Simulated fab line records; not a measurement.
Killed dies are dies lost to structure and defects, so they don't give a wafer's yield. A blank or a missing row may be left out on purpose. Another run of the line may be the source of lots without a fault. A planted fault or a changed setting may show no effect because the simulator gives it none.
Chamber matching	flow sky130	SKY_CONTACT_CMP_04 on cmp-01: 4 sister chambers
The step polishes SiO2. 4 wafers are shown with their chamber, then 12 later ones without.

## WAFERS PAIRED WITH THEIR CHAMBERS
wafer	chamber	motor current A (A)
L088.1	1	10.6
L091.2	0	11.9
L091.3	3	14.2
L091.6	2	11.8

## WAFERS WHOSE CHAMBER IS MISSING
wafer	motor current A (A)
L093.2	11.5
L093.5	10.7
L093.6	11.5
L094.1	12.1
L094.4	13.4
L094.6	10.6
L095.1	11.5
L095.2	11.9
L095.5	13.3
L097.2	14.2
L097.4	12.2
L097.6	13.6

## THE CHAMBER EACH PASSED THROUGH
wafer	from the rows above	in truth
L093.2	can't be placed: 2 or 0 or 1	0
L093.5	1	1
L093.6	can't be placed: 2 or 0 or 1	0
L094.1	can't be placed: 0 or 2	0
L094.4	can't be placed: 3 or 0 or 2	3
L094.6	1	1
L095.1	can't be placed: 2 or 0 or 1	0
L095.2	can't be placed: 0 or 2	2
L095.5	can't be placed: 3 or 0 or 2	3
L097.2	3	3
L097.4	can't be placed: 0 or 2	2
L097.6	3	3
Correct placement for 4 of the 12. These rows do not allow placing 8 (true chamber among the candidates in 8). Placed wrongly: 0.
How it was worked out, from the rows above alone: a wafer's distance from a chamber is the root of the sum, over the readings, of the square of ((its reading less the chamber's mean) divided by the reading's scatter). The wafer belongs to the nearest chamber; if the next one is less than 2 further off, it can't be placed. For every chamber, the mean is computed from those of its wafers that are shown. The scatter: root of mean squared gap, hidden wafer to nearest shown wafer, with one shown wafer a chamber.
